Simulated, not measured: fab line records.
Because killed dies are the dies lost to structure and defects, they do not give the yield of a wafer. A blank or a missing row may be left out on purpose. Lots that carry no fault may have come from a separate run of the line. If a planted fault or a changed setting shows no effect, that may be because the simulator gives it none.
Chamber matching :: flow gf180mcu :: GF_V3_CMP_26 on cmp-02 has 4 sister chambers
The step polishes, stops on SiO2, t overpolish 15 s, target thk 0 nm. 8 wafers are shown with their chamber, then 7 later ones without.

== EACH WAFER AND ITS CHAMBER ==
wafer: L746.4
chamber: 2
motor-current-A (A): 9.3
time-to-endpoint-s (s): 86

wafer: L750.1
chamber: 3
motor-current-A (A): 11.0
time-to-endpoint-s (s): 78

wafer: L750.4
chamber: 1
motor-current-A (A): 9.5
time-to-endpoint-s (s): 83

wafer: L751.3
chamber: 0
motor-current-A (A): 12.4
time-to-endpoint-s (s): 84

wafer: L751.4
chamber: 2
motor-current-A (A): 9.1
time-to-endpoint-s (s): 82

wafer: L751.6
chamber: 3
motor-current-A (A): 10.7
time-to-endpoint-s (s): 77

wafer: L760.1
chamber: 0
motor-current-A (A): 12.8
time-to-endpoint-s (s): 89

wafer: L760.2
chamber: 1
motor-current-A (A): 9.6
time-to-endpoint-s (s): 81

== WAFERS WITH NO CHAMBER GIVEN ==
wafer: L760.5
motor-current-A (A): 12.4
time-to-endpoint-s (s): 88

wafer: L761.1
motor-current-A (A): 11.0
time-to-endpoint-s (s): 80

wafer: L761.2
motor-current-A (A): 9.8
time-to-endpoint-s (s): 79

wafer: L761.3
motor-current-A (A): 10.1
time-to-endpoint-s (s): 84

wafer: L762.2
motor-current-A (A): 9.7
time-to-endpoint-s (s): 85

wafer: L762.4
motor-current-A (A): 9.7
time-to-endpoint-s (s): 75

wafer: L762.5
motor-current-A (A): 12.4
time-to-endpoint-s (s): 82

== WHICH CHAMBER EACH WENT THROUGH ==
wafer: L760.5
from the rows above: 0
in truth: 0

wafer: L761.1
from the rows above: 3
in truth: 3

wafer: L761.2
from the rows above: can't be placed: 1 or 2
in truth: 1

wafer: L761.3
from the rows above: can't be placed: 1 or 2 or 3
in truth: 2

wafer: L762.2
from the rows above: can't be placed: 1 or 2
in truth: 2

wafer: L762.4
from the rows above: can't be placed: 1 or 2
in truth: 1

wafer: L762.5
from the rows above: 0
in truth: 0
3 of 7 placed correctly. These rows do not allow placing 4 (true chamber among the candidates in 4). Placed wrongly: 0.
How it was worked out, from the rows above alone: a wafer's distance from a chamber is the root of the sum, over the readings, of the square of ((its reading less the chamber's mean) divided by the reading's scatter). If the next closest chamber is less than 2 further off than the closest, the wafer can't be placed; otherwise it belongs to the closest. Each chamber's mean is taken over the wafers shown for it. The scatter: the root of (the sum of the squares of (reading less its chamber's mean) over the shown wafers, divided by (wafers less chambers)).
